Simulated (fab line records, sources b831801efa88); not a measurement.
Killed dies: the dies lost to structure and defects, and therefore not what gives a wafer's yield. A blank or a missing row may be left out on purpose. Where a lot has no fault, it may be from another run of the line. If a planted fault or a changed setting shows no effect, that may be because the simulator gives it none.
A struck lot beside a sound one / flow sky130 / 21 steps out of a route of 708
Sound: these wafers, L923.1, L923.2, L923.6. Struck: wafer L930.3. (L930.5 of the same lot was not struck and is left out.) The cause comes at the end.
Each step with rows lists, per side, the tool, then ch with its chambers, then its first start. Under that, the readings that differ: sound wafers / struck wafers / difference of the means / sigmas: that difference in standard deviations of wafers without a fault.
alike: a reading whose means differ by less than 2 such deviations, as well as words and numbers matching on both sides. not compared: withheld readings; readings where some wafer has no value; bounds like >300 that might hide an equal value; numbers whose values overlap and for which the record gives no deviation.
Wherever a step has rows on one side only, a row that says differs or no value, or a row with sigmas, the two part there. Non-overlapping numbers with no deviation appear without sigmas and do not part them. A reading missing from all wafers of one side parts the sides only when that side holds two or more wafers.

first, 4 steps without rows for these wafers: SKY_METAL3_STRIP_20 (strips in post etch residue remover, time 1200 s); SKY_METAL3_CLEAN_21 (cleans in IPA, time 180 s); SKY_METAL3_CLEAN_22 (cleans in O3/DIW); SKY_VIA3_HDPCVD_00 (deposits SiO2, target thk 1635 nm, time 272.5 s).
SKY_VIA3_THK_MEAS_01:
  sound: film-metro-04 at day 40 15:56; struck: film-metro-02 at day 43 08:28
  alike: VIA3_HDPCVD_THK
SKY_VIA3_CMP_02: polishes SiO2.
  sound on cmp-01 ch 1,3, day 40 16:03; struck on cmp-01 ch 3, day 43 08:33
  alike: motor-current-A
SKY_VIA3_BOW_MEAS_03:
  sound: film-metro-03 at day 40 16:19; struck: film-metro-04 at day 43 08:50
  alike: VIA3_BOW
then, 5 steps without rows for these wafers: SKY_VIA3_DEHYDRATE_04 (time 60 s); SKY_VIA3_HMDS_05 (prime time 60 s); SKY_VIA3_COAT_06 (resist thk 60 nm); SKY_VIA3_COAT_07 (resist thk 450 nm); SKY_VIA3_SOFTBAKE_08 (time 90 s).
SKY_VIA3_EXPOSE_09: exposes mask VIM3, target cd 200 nm.
  sound on krf-scanner-01 ch 0, day 41 05:08; struck on krf-scanner-01 ch 0, day 43 21:02
  alike: mask, stage-vel-mm-s
then, 2 steps without rows for these wafers: SKY_VIA3_PEB_10; SKY_VIA3_DEVELOP_11 (develop time 60 s).
SKY_VIA3_CD_MEAS_12 targets a cd of 200 nm.
  sound: cd-sem-02 at day 41 16:51; struck: cd-sem-02 at day 44 08:05
reading=cd-nm (nm); sound=200.6 199.2 198.8; struck=171.2; difference=-28.3; sigmas=-17
SKY_VIA3_OVL_MEAS_13:
  sound: overlay-01 at day 41 16:58; struck: overlay-01 at day 44 08:11
  alike: VIA3_OVL
SKY_VIA3_ETCH_14: etches BARC in N2/H2, stops on SiO2, time 45.9 s, target depth 60 nm.
  sound on rie-diel-02 ch 0,1, day 41 17:00; struck on rie-diel-03 ch 3, day 44 08:12
reading=oes-product-au (a.u.); sound=0.853 0.858 0.853; struck=0.865; difference=+0.010; sigmas=+2
reading=model.VIA3.cd-nm (nm); sound=200.8 200.7 198.9; struck=171.4; difference=-28.7; sigmas=
  alike: drypump-motor-current-A, throttle-valve-pct
  not compared: rf-hours-counter-h
SKY_VIA3_ETCH_15: etches SiO2 in C4F8/O2/Ar, stops on TiN, target depth 507 nm, time 78 s.
  sound on rie-diel-02 ch 0,1, day 41 17:03; struck on rie-diel-03 ch 3, day 44 08:15
reading=model.VIA3.cd-nm (nm); sound=194.3 205 195.9; struck=166.7; difference=-31.7; sigmas=
  alike: oes-product-au
SKY_VIA3_STRIP_16: strips in O2/N2.
  sound on plasma-asher-04 ch 0,1, day 41 17:07; struck on plasma-asher-02 ch 0, day 44 08:20
  alike: drypump-motor-current-A, oes-product-au, strip-time-to-endpoint-s
  not compared: rf-hours-counter-h
-- the record jumps here: 5 days lie between the struck wafers' starts before and after (it left off in module VIA3 and takes up again in module PAD_OPEN, whose first step shown is number 708 of the route) --
SKY_PAD_OPEN_PROBE_99:
  sound: prober-01 at day 47 11:31; struck: prober-02 at day 49 16:19
reading=defect-limited-yield (%); sound=83.1 80.5 81.9; struck=67.7; difference=-14.1; sigmas=-8
reading=killed_at_M0_to_M3; sound=48 49 50; struck=115; difference=+66; sigmas=+10
reading=killed-dies; sound=83 96 89; struck=159; difference=+70; sigmas=+8
reading=killed-on-rim; sound=15 22 13; struck=61; difference=+44; sigmas=+11
reading=killed-open; sound=45 60 45; struck=36; difference=-14; sigmas=-2
reading=sort_bin_5_function (%); sound=9.1 12.2 11.0; struck=26.0; difference=+15.2; sigmas=+11
reading=sort-n-pass; sound=409 396 403; struck=333; difference=-70; sigmas=-8
reading=sort-yield-pct (%); sound=83.1 80.5 81.9; struck=67.7; difference=-14.1; sigmas=-8
reading=model.etest.tester.sort-n-pass; sound=409 396 403; struck=333; difference=-70; sigmas=
reading=model.etest.tester.sort-yield-pct (%); sound=83.13 80.49 81.91; struck=67.68; difference=-14.16; sigmas=
reading=model.etest.tester.sort_bin_5_pct (%); sound=9.146 12.2 10.98; struck=26.02; difference=+15.24; sigmas=
reading=model.etest.via3-chain.rc-ohm; sound=10.27 9.052 10.08; struck=14.01; difference=+4.21; sigmas=
  alike: killed_at_M4_up, killed-at-contacts, killed-at-front-end, killed-at-other, killed-short, sort_bin_3_pad_short, sort_bin_6_memory

## WHERE THEY PART
First at SKY_VIA3_CD_MEAS_12; last, within this record, at SKY_PAD_OPEN_PROBE_99.

WHY: the cause the simulator had injected
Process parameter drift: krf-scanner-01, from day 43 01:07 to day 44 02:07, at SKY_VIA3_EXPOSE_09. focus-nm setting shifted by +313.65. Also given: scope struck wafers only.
